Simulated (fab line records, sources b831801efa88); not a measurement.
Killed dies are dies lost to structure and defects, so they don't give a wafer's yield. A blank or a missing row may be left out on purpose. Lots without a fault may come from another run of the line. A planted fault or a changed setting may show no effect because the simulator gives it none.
A struck lot beside a sound one | flow sfq_line | 42 steps out of a route of 325
Sound: wafers L777.1, L777.3, L777.5. Struck: wafer L782.3. (L782.1, L782.2 of the same lot were not struck and are left out.) The cause comes at the end.
At each step with rows: each side's tool, then ch and its chambers, then its first start. Under that, the readings that differ: sound wafers | struck wafers | difference of the means | sigmas: that difference in standard deviations of wafers without a fault.
alike: readings whose means differ by less than 2 such deviations, and words and numbers that are the same on both sides. not compared: withheld readings, readings that some wafer has no value for, bounds like >300 that may hide the same value, and numbers for which the record gives no deviation and whose values overlap.
The two part at a step that has a row with sigmas, a row that says differs or no value, or rows on one side only. Numbers that don't overlap but have no deviation are shown without sigmas and don't part them. A reading that every wafer of one side lacks parts them only if that side has two wafers or more.

first, 6 steps without rows for these wafers: SFQ_TRILAYER_I6_VIA_LITHO_COAT_174 (resist thk 62 nm); SFQ_TRILAYER_I6_VIA_LITHO_COAT_169 (resist thk 650 nm); SFQ_TRILAYER_I6_VIA_LITHO_SOFTBAKE_173; SFQ_TRILAYER_I6_VIA_LITHO_EXPOSE_170 (exposes mask I6, target cd 700 nm); SFQ_TRILAYER_I6_VIA_LITHO_PEB_172 (peb time 60 s); SFQ_TRILAYER_I6_VIA_LITHO_DEVELOP_171 (time 60 s).
SFQ_I6_OVL_MEAS_942:
  sound on overlay-02, day 73 15:45; struck on overlay-02, day 74 03:45
  alike: I6_OVL
SFQ_TRILAYER_I6_VIA_BARC_OPEN_VIA_ETCH_235: etches BARC in O2, target depth 125 nm, time 41.7 s.
  sound on rie_diel-04 ch 0,1,2, day 73 15:47; struck on rie_diel-04 ch 2, day 74 03:47
  alike: drypump_motor_current_A, oes_product_au
  not compared: rf_hours_counter_h
SFQ_TRILAYER_I6_VIA_ETCH_VIA_ETCH_172: etches SiO2 in CHF3, stops on Nb, target depth 260 nm.
  sound on rie_diel-04 ch 0,1,2, day 73 15:50; struck on rie_diel-04 ch 2, day 74 03:50
  reading               | sound             | struck | difference | sigmas
  oes_product_au (a.u.) | 0.846 0.853 0.855 | 0.867  | +0.016     | +3
  alike: drypump_motor_current_A
SFQ_TRILAYER_I6_VIA_STRIP_STRIP_173: strips in O2.
  sound on rie_metal-02 ch 0,1, day 73 15:56; struck on rie_metal-04 ch 1, day 74 03:56
  reading                     | sound       | struck | difference | sigmas
  drypump_motor_current_A (A) | 6.3 6.5 6.3 | 4.8    | -1.6       | -3
  alike: oes_product_au
  not compared: rf_hours_counter_h
then, 2 steps without rows for these wafers: SFQ_TRILAYER_I6_VIA_STRIP_SOLV_CLEAN_174 (cleans in NMP, time 600 s); SFQ_TRILAYER_M7_DEP_PRE_CLEAN_176 (time 22.5 s).
SFQ_TRILAYER_M7_DEP_SPUTTER_175: material Nb, target thk 200 nm, time 133.3 s.
  sound on pvd_sputter-04, day 73 16:45; struck on pvd_sputter-04, day 74 04:45
  reading                                             | sound           | struck | difference | sigmas
  model.Nb_of_TRILAYER_M7_DEP_SPUTTER_175.thk_nm (nm) | 201 201.4 199.5 | 220.5  | +19.9      |
  alike: throttle_valve_pct
SFQ_M7_RS_MEAS_943: measures by four-point-probe.
  sound on film_metro-03, day 73 16:50; struck on film_metro-03, day 74 04:50
  reading           | sound             | struck | difference | sigmas
  M7_NB_RS (ohm/sq) | 0.885 0.885 0.894 | 0.807  | -0.081     | -7
then, 6 steps without rows for these wafers: SFQ_TRILAYER_M7_LITHO_COAT_182 (resist thk 62 nm); SFQ_TRILAYER_M7_LITHO_COAT_177 (resist thk 600 nm); SFQ_TRILAYER_M7_LITHO_SOFTBAKE_181; SFQ_TRILAYER_M7_LITHO_EXPOSE_178 (exposes mask M7, target cd 500 nm); SFQ_TRILAYER_M7_LITHO_PEB_180 (peb time 60 s); SFQ_TRILAYER_M7_LITHO_DEVELOP_179 (time 60 s).
-- the record jumps here: 4 days lie between the struck wafers' starts before and after --
SFQ_M7_OVL_MEAS_945:
  sound on overlay-01, day 77 02:27; struck on overlay-01, day 77 19:23
  alike: M7_OVL
then, 1 step without rows for these wafers: SFQ_TRILAYER_M7_BARC_OPEN_METAL_ETCH_229 (etches BARC in O2, target depth 125 nm, time 41.7 s).
SFQ_TRILAYER_M7_ETCH_METAL_ETCH_180: etches Nb in Cl2/Ar, stops on SiO2, target depth 240 nm, time 120 s.
  sound on rie_metal-02 ch 0,1, day 77 02:33; struck on rie_metal-02 ch 0, day 77 19:28
  reading               | sound             | struck | difference | sigmas
  oes_product_au (a.u.) | 0.897 0.895 0.890 | 0.951  | +0.057     | +7
  alike: drypump_motor_current_A
  not compared: rf_hours_counter_h
then, 3 steps without rows for these wafers: SFQ_TRILAYER_M7_STRIP_STRIP_181 (strips in O2); SFQ_TRILAYER_M7_STRIP_SOLV_CLEAN_182 (cleans in NMP, time 600 s); SFQ_TRILAYER_I7_DEP_PECVD_183 (deposits SiO2 from SiH4/N2O, time 111.11 s, target thk 500 nm).
SFQ_TRILAYER_I7_CMP_CMP_184: polishes SiO2.
  sound on cmp-01 ch 0,1,3, day 77 08:08; struck on cmp-01 ch 1, day 77 21:27
  alike: edge_zone_pressure_frac, motor_current_A, slurry_filter_dp_kPa, time_to_endpoint_s
SFQ_I7_BOW_MEAS_946:
  sound on film_metro-04, day 77 10:08; struck on film_metro-03, day 77 23:27
  alike: I7_BOW
then, 7 steps without rows for these wafers: SFQ_TRILAYER_I7_METRO_MEASURE_185; SFQ_TRILAYER_I7_VIA_LITHO_COAT_192 (resist thk 62 nm); SFQ_TRILAYER_I7_VIA_LITHO_COAT_187 (resist thk 650 nm); SFQ_TRILAYER_I7_VIA_LITHO_SOFTBAKE_191; SFQ_TRILAYER_I7_VIA_LITHO_EXPOSE_188 (exposes mask I7, target cd 1000 nm); SFQ_TRILAYER_I7_VIA_LITHO_PEB_190 (peb time 60 s); SFQ_TRILAYER_I7_VIA_LITHO_DEVELOP_189 (time 60 s).
SFQ_I7_OVL_MEAS_947:
  sound on overlay-01, day 77 14:38; struck on overlay-02, day 78 04:28
  alike: I7_OVL
SFQ_TRILAYER_I7_VIA_BARC_OPEN_VIA_ETCH_260: etches BARC in O2, target depth 125 nm, time 41.7 s.
  sound on rie_diel-03 ch 0,3, day 77 14:40; struck on rie_diel-01 ch 1, day 78 04:30
  alike: drypump_motor_current_A, oes_product_au
  not compared: rf_hours_counter_h
then, 4 steps without rows for these wafers: SFQ_TRILAYER_I7_VIA_ETCH_VIA_ETCH_190 (etches SiO2 in CHF3, stops on Nb, target depth 260 nm); SFQ_TRILAYER_I7_VIA_STRIP_STRIP_191 (strips in O2); SFQ_TRILAYER_I7_VIA_STRIP_SOLV_CLEAN_192 (cleans in NMP, time 600 s); SFQ_TRILAYER_M8_LITHO_LOR_COAT_197.
SFQ_M8_BOW_MEAS_951:
  sound on film_metro-03, day 77 21:12; struck on film_metro-04, day 78 10:23
  reading                 | sound                | struck | difference | sigmas
  model.etest.m7.ohm_um   | 1.774 1.768 1.791    | 1.618  | -0.160     |
  model.etest.i6.link_ohm | 1.859 1.857 1.866    | 1.789  | -0.072     |
  model.etest.i7.link_ohm | 1.046 1.045 1.054    | 0.9667 | -0.0816    |
  model.etest.m7.ohm_sq   | 0.8843 0.8826 0.8912 | 0.8062 | -0.0798    |
  alike: M8_BOW

WHERE THEY PART
First at SFQ_TRILAYER_I6_VIA_ETCH_VIA_ETCH_172; last, within this record, at SFQ_TRILAYER_M7_ETCH_METAL_ETCH_180. Later steps at which nothing parts them and some readings are alike: SFQ_TRILAYER_I7_CMP_CMP_184, SFQ_I7_BOW_MEAS_946, SFQ_I7_OVL_MEAS_947, SFQ_TRILAYER_I7_VIA_BARC_OPEN_VIA_ETCH_260, SFQ_M8_BOW_MEAS_951.

WHY: what the simulator had put in
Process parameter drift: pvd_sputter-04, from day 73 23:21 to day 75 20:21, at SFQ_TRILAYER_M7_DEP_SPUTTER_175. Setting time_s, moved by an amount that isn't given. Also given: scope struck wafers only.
